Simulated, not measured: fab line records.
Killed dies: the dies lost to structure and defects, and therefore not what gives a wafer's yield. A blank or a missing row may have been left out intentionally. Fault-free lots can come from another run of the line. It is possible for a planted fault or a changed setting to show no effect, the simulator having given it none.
fab line records    flow sky130
[record] lots = 14  wafers = 41  last-day = 50
route steps=708 shown LDD_HVP@288 VIA1@466 METAL2@498 PAD_OPEN@708
lots that met no fault: taken from a fault-free run of the same line
start-h: hours from the record's opening day to when the first of the lot's shown wafers began    wait-h: hours elapsed since this lot's preceding step    " same as the row above    L1.1+2: a row that stands for several wafers    - no value, or no start was given    * or withheld: withheld    < > ~ a bound
route shown NAME@n: NAME is a module with steps in the file, n the number in the route of the first one    usual: mean and standard deviation over wafers with no fault    same: alike in all rows    chamber/n: place in a boat    sites: each site's reading    _std_site: standard deviation of those values    _edge_site: the outer-site mean with the inner-site mean subtracted    radius-mm: how far each site lies from the wafer's centre    mask NAME#n: copy n    behind: the tool/chamber that last shaped the wafer    hold: why the lot was held/for how many hours/how that ended    device: the n, p or np transistor that did not switch    end of line: the route-end tests of the same wafers    where a step has no rows: the recipe by itself    killed: count of dies lost to structure and defects at first sort (not the wafer's yield)    map: the dies of a wafer, with x for killed, . for not killed, _ for no die there
set.NAME: the setting as run; set.NAME@STEP: as run at that earlier step    model.NAME: the simulator's own value behind a step, which no gauge read
one table for each step of the route and one row for each wafer, over a sample of lots
services: from which hour (start-h, from the record's first day; less than 0 if before it) a tool's chamber was out of use, for how many hours, and why
[[steps]]
[step SKY_LDD_HVP_TW_MEAS_10]
[usual] LDD_HVP_TW = 456/3.1
lot.wafer  tool           chamber  start-h  wait-h  LDD_HVP_TW
L380.1     film-metro-04  -        453.69   0.1     459
L380.4     "              -        "        "       456
L380.6     "              -        "        "       457
L381.2     film-metro-04  -        495.22   0.1     459
L381.3     "              -        "        "       456
L381.4     "              -        "        "       457
L382.2     film-metro-02  -        515.97   0.1     462
L382.3     "              -        "        "       457
L382.6     "              -        "        "       459
L383.1     film-metro-02  -        540.24   0.1     458
L383.4     "              -        "        "       461
L383.5     "              -        "        "       456
L384.2     film-metro-02  -        540.87   0.1     459
L384.6     "              -        "        "       461
L395.3     film-metro-01  -        658.98   0.1     450
L395.4     "              -        "        "       450
L395.6     "              -        "        "       452
L392.1     film-metro-02  -        659.54   0.1     455
L392.3     "              -        "        "       456
L392.5     "              -        "        "       456
L394.1     film-metro-02  -        661.11   0.1     454
L394.3     "              -        "        "       457
L394.5     "              -        "        "       458
L397.2     film-metro-04  -        661.90   0.1     455
L397.3     "              -        "        "       455
L397.4     "              -        "        "       454
L399.1     film-metro-04  -        669.29   0.1     457
L399.3     "              -        "        "       455
L399.6     "              -        "        "       456
L400.1     film-metro-01  -        685.31   0.1     452
L400.4     "              -        "        "       452
L400.6     "              -        "        "       452
L401.2     film-metro-04  -        704.92   0.1     458
L401.3     "              -        "        "       459
L401.6     "              -        "        "       459
L402.1     film-metro-01  -        706.39   0.1     449
L402.5     "              -        "        "       452
L402.6     "              -        "        "       451
L403.1     film-metro-04  -        711.84   0.1     455
L403.4     "              -        "        "       457
L403.6     "              -        "        "       456
[step SKY_VIA1_SOFTBAKE_08]
[recipe] temp-c = 100  time-s = 90  resist = KrF-thick
[usual] run-length-s = 119.29/0.23
lot.wafer  tool            chamber  start-h  wait-h  run-length-s
L380.1     litho-track-02  0        747      -       119.19
L380.4     "               0        "        "       119.08
L380.6     "               0        "        "       119.06
L381.2     litho-track-02  0        780      -       119.04
L381.3     "               0        "        "       119.21
L381.4     "               0        "        "       119.05
L382.2     litho-track-02  0        796      -       137.83
L382.3     "               0        "        "       119.09
L382.6     "               0        "        "       119.04
L383.1     litho-track-02  0        815      -       137.60
L383.4     "               0        "        "       119.12
L383.5     "               0        "        "       119.15
L384.2     litho-track-02  0        818      -       137.65
L384.6     "               0        819      -       119.04
L395.3     litho-track-02  0        919      -       119.38
L395.4     "               0        "        "       119.04
L395.6     "               0        "        "       119.28
L392.1     litho-track-02  0        922      -       119.27
L392.3     "               0        "        "       119.13
L392.5     "               0        "        "       119.18
L394.1     litho-track-04  0        922      -       119.07
L394.3     "               0        "        "       119.12
L394.5     "               0        "        "       119.27
L397.2     litho-track-04  0        923      -       119.16
L397.3     "               0        "        "       119.00
L397.4     "               0        "        "       119.32
L399.1     litho-track-04  0        925      -       119.07
L399.3     "               0        "        "       119.14
L399.6     "               0        "        "       119.19
L400.1     litho-track-02  0        941      -       119.18
L400.4     "               0        "        "       119.05
L400.6     "               0        "        "       119.28
L401.2     litho-track-01  0        959      -       119.48
L401.3     "               0        "        "       119.56
L401.6     "               0        "        "       119.72
L402.1     litho-track-04  0        962      -       119.11
L402.5     "               0        "        "       119.11
L402.6     "               0        "        "       119.00
L403.1     litho-track-02  0        966      -       119.38
L403.4     "               0        "        "       119.11
L403.6     "               0        "        "       119.37
[step SKY_VIA1_CVD_21]
[recipe] material = W  target-thk-nm = 270  time-s = 80.902  temp-c = 400  pressure-torr = 40
[usual] heater-power-outer-w = 511/51  heater-power-w = 822/89
lot.wafer  tool      chamber  start-h  wait-h  heater-power-outer-w  heater-power-w
L380.1     cvd-w-01  1        767.89   0.0     470                   798
L380.4     "         1        "        "       474                   745
L380.6     "         0        "        "       489                   802
L381.2     cvd-w-01  1        793.00   0.0     482                   776
L381.3     "         0        "        "       475                   785
L381.4     "         1        "        "       473                   763
L382.2     cvd-w-02  0        808.30   0.0     579                   936
L382.3     "         1        "        "       533                   797
L382.6     "         0        "        "       582                   931
L383.1     cvd-w-01  0        829.75   0.0     489                   797
L383.4     "         1        "        "       472                   760
L383.5     "         1        "        "       466                   754
L384.2     cvd-w-01  1        831.99   0.0     476                   772
L384.6     "         1        "        "       463                   776
L395.3     cvd-w-02  1        932.54   0.1     487                   727
L395.4     "         0        "        "       629                   966
L395.6     "         0        "        "       623                   1004
L392.1     cvd-w-01  0        935.19   0.0     491                   811
L392.3     "         1        "        "       481                   752
L392.5     "         0        "        "       478                   803
L394.1     cvd-w-02  0        935.86   0.0     615                   992
L394.3     "         1        "        "       475                   713
L394.5     "         1        "        "       472                   724
L397.2     cvd-w-01  1        937.86   0.0     479                   755
L397.3     "         0        "        "       492                   801
L397.4     "         1        "        "       463                   768
L399.1     cvd-w-01  1        939.19   0.0     497                   795
L399.3     "         0        "        "       484                   767
L399.6     "         0        "        "       467                   803
L400.1     cvd-w-02  0        954.02   0.0     605                   995
L400.4     "         1        "        "       484                   722
L400.6     "         0        "        "       610                   1026
L401.2     cvd-w-01  0        972.32   0.0     466                   798
L401.3     "         0        "        "       473                   788
L401.6     "         1        "        "       474                   807
L402.1     cvd-w-01  0        975.04   0.0     480                   786
L402.5     "         1        "        "       484                   785
L402.6     "         0        "        "       490                   800
L403.1     cvd-w-01  1        978.55   0.0     482                   796
L403.4     "         0        "        "       472                   791
L403.6     "         1        "        "       463                   766
[step SKY_METAL2_CD_MEAS_15]
[recipe] target-cd-nm = 140
[usual] cd-nm = 140.0/1.5
lot.wafer  tool       chamber  start-h  wait-h  cd-nm
L380.1     cd-sem-02  -        791.75   -       138.8
L380.4     "          -        "        "       139.3
L380.6     "          -        "        "       137.7
L381.2     cd-sem-01  -        818.27   -       139.8
L381.3     "          -        "        "       138.6
L381.4     "          -        "        "       140.0
L382.2     cd-sem-01  -        836.02   -       138.6
L382.3     "          -        "        "       140.2
L382.6     "          -        "        "       139.4
L383.1     cd-sem-01  -        856.46   -       138.0
L383.4     "          -        "        "       138.1
L383.5     "          -        "        "       138.0
L384.2     cd-sem-02  -        858.37   -       138.7
L384.6     "          -        "        "       139.7
L395.3     cd-sem-01  -        957.81   -       140.1
L395.4     "          -        "        "       142.3
L395.6     "          -        "        "       141.6
L392.1     cd-sem-01  -        959.70   -       138.4
L392.3     "          -        "        "       137.5
L392.5     "          -        "        "       138.0
L394.1     cd-sem-01  -        960.05   -       140.8
L394.3     "          -        "        "       139.7
L394.5     "          -        "        "       139.5
L397.2     cd-sem-02  -        961.79   -       139.1
L397.3     "          -        "        "       138.7
L397.4     "          -        "        "       139.4
L399.1     cd-sem-02  -        964.07   -       137.5
L399.3     "          -        "        "       138.4
L399.6     "          -        "        "       138.2
L400.1     cd-sem-02  -        978.92   -       142.9
L400.4     "          -        "        "       143.4
L400.6     "          -        "        "       142.4
L401.2     cd-sem-01  -        997.22   -       140.0
L401.3     "          -        "        "       140.0
L401.6     "          -        "        "       140.5
L402.1     cd-sem-02  -        999.21   -       140.3
L402.5     "          -        "        "       138.9
L402.6     "          -        "        "       139.3
L403.1     cd-sem-01  -        1003.31  -       141.7
L403.4     "          -        "        "       141.9
L403.6     "          -        "        "       140.8
[step SKY_PAD_OPEN_PROBE_99]
[usual] defect-limited-yield = 82.5/1.8  killed_at_M0_to_M3 = 43/6.6  killed_at_M4_up = 3.2/1.8  killed-at-contacts = 24/5  killed-at-front-end = 15/4.5  killed-at-other = 0.2/0.46  killed-dies = 86/8.8  killed-open = 48/6.6  killed-short = 38/6.1  sort_bin_3_pad_short = 0.8/0.42  sort_bin_5_function = 10.4/1.4  sort_bin_6_memory = 6.3/1  sort-n-pass = 406/8.8  sort-yield-pct = 82.5/1.8
[same] gross-dies = 492  killed-at-back-side = 0  sort_bin_4_leakage[%] = 0  sort_bin_8_speed[%] = 0
lot.wafer  tool       chamber  start-h  wait-h  defect-limited-yield[%]  killed_at_M0_to_M3  killed_at_M4_up  killed-at-contacts  killed-at-front-end  killed-at-other  killed-dies  killed-open  killed-short  sort_bin_3_pad_short[%]  sort_bin_5_function[%]  sort_bin_6_memory[%]  sort-n-pass  sort-yield-pct[%]
L392.1     prober-02  -        1182.61  0.1     82.7                     39                  2                32                  12                   0                85           50           35            0.8                      9.6                     6.9                   407          82.7
L392.3     prober-02  -        1182.71  0.2     81.1                     41                  2                32                  18                   0                93           54           39            0.6                      11.2                    7.1                   399          81.1
L392.5     prober-02  -        1182.81  0.2     85.6                     33                  1                20                  17                   0                71           43           28            1.2                      9.1                     4.1                   421          85.6
// killed by level:class
L392.1 CONTACT:geometric-particle:open=12 LI_CONTACT:geometric-particle:open=9 VIA1:geometric-particle:open=9 LOCAL_INTERCONNECT:geometric-particle:short=5 CONTACT:geometric-particle:short=5 METAL1:geometric-particle:short=5 VIA3:geometric-particle:open=5 METAL1:geometric-particle:open=4
L392.3 VIA1:geometric-particle:open=14 CONTACT:geometric-particle:open=8 LI_CONTACT:geometric-particle:open=8 FIELD_ISO:geometric-particle:open=6 FIELD_ISO:geometric-particle:short=6 LOCAL_INTERCONNECT:geometric-particle:short=6 LI_CONTACT:geometric-particle:short=5 METAL1:geometric-particle:short=5
L392.5 CONTACT:geometric-particle:open=11 VIA2:geometric-particle:open=9 FIELD_ISO:geometric-particle:open=6 METAL1:geometric-particle:short=6 FIELD_ISO:geometric-particle:short=5 VIA1:geometric-particle:open=5 POLY_GATE:geometric-particle:open=4 VIA1:geometric-particle:short=4
[[services]]
tool      chamber  start-h  hours  kind
cvd-w-02  1        781.26   3.2    repair
cvd-w-02  0        867.46   11.8   repair
cvd-w-02  -        904.00   14.0   pm
cvd-w-02  0        904.00   14.0   vent-cycle
cvd-w-02  1        904.00   14.0   vent-cycle
cvd-w-02  0        918.00   -      clean
cvd-w-02  1        918.00   -      clean
[[key]]
[first-sign] step = SKY_VIA1_SOFTBAKE_08  reading = run-length-s  direction = up  sigmas = 81  usual = *  struck = *
effect none on later readings
met-at SKY_VIA1_SOFTBAKE_08
struck-lots L382,L383,L384
struck-wafers L382.2,L383.1,L384.2
not-acting-at SKY_LDD_HVP_TW_MEAS_10,SKY_VIA1_CVD_21,SKY_METAL2_CD_MEAS_15
onset-between 780 796
[fault] kind = process-parameter-drift  tool = litho-track-02  chamber = -  onset-h = 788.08  steps = SKY_VIA1_SOFTBAKE_08  channel = time-s  offset = *  shape = step  end-h = 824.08  scope = struck-wafers-only  acts-in = *  stated = *
